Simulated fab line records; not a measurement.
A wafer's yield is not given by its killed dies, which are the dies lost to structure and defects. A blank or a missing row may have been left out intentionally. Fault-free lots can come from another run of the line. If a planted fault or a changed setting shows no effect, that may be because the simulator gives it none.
Chamber matching :: flow gf180mcu :: GF_V5_CMP_04 on cmp-02: 4 sister chambers
The step polishes SiO2. 16 wafers are shown with their chamber, then 8 later ones without.

## WAFERS PAIRED WITH THEIR CHAMBERS
wafer: L198.3
chamber: 3
motor current A (A): 12.9

wafer: L198.4
chamber: 2
motor current A (A): 13.2

wafer: L198.5
chamber: 1
motor current A (A): 11.8

wafer: L202.2
chamber: 3
motor current A (A): 12.7

wafer: L202.4
chamber: 2
motor current A (A): 12.7

wafer: L202.6
chamber: 1
motor current A (A): 11.2

wafer: L205.2
chamber: 0
motor current A (A): 12.9

wafer: L205.4
chamber: 3
motor current A (A): 12.8

wafer: L205.5
chamber: 0
motor current A (A): 12.9

wafer: L208.1
chamber: 3
motor current A (A): 12.3

wafer: L208.3
chamber: 2
motor current A (A): 13.5

wafer: L208.6
chamber: 3
motor current A (A): 12.7

wafer: L210.1
chamber: 2
motor current A (A): 13.1

wafer: L210.3
chamber: 3
motor current A (A): 12.9

wafer: L210.4
chamber: 0
motor current A (A): 13.5

wafer: L211.1
chamber: 0
motor current A (A): 12.8

SIGNATURES (means of the wafers above)
reading: motor current A
chamber 0: 13.025
chamber 1: 11.500
chamber 2: 13.125
chamber 3: 12.717
scatter within a chamber: 0.298
Rule: a wafer lies at a distance from a chamber equal to the root of the sum of squares, over the readings, of (its reading less the chamber's mean, divided by the reading's scatter). If the next closest chamber is less than 2 further off than the closest, the wafer can't be placed; otherwise it belongs to the closest. The scatter: the root of (the sum of the squares of (reading less its chamber's mean) over the shown wafers, divided by (wafers less chambers)).

## WAFERS MISSING THEIR CHAMBER
wafer: L211.4
motor current A (A): 14.0

wafer: L211.5
motor current A (A): 12.5

wafer: L216.3
motor current A (A): 13.2

wafer: L216.4
motor current A (A): 11.4

wafer: L216.6
motor current A (A): 12.7

wafer: L218.2
motor current A (A): 11.5

wafer: L218.5
motor current A (A): 12.5

wafer: L218.6
motor current A (A): 12.6

## THE CHAMBER EACH PASSED THROUGH
wafer: L211.4
from the rows above: can't be placed: 2 or 0 or 3
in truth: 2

wafer: L211.5
from the rows above: can't be placed: 3 or 0 or 2
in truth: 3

wafer: L216.3
from the rows above: can't be placed: 2 or 0 or 3
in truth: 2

wafer: L216.4
from the rows above: 1
in truth: 1

wafer: L216.6
from the rows above: can't be placed: 3 or 0 or 2
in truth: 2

wafer: L218.2
from the rows above: 1
in truth: 1

wafer: L218.5
from the rows above: can't be placed: 3 or 0 or 2
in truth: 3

wafer: L218.6
from the rows above: can't be placed: 3 or 0 or 2
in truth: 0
Correctly placed: 2 of 8. These rows do not allow placing 6 (true chamber among the candidates in 6). 0 placed wrongly.
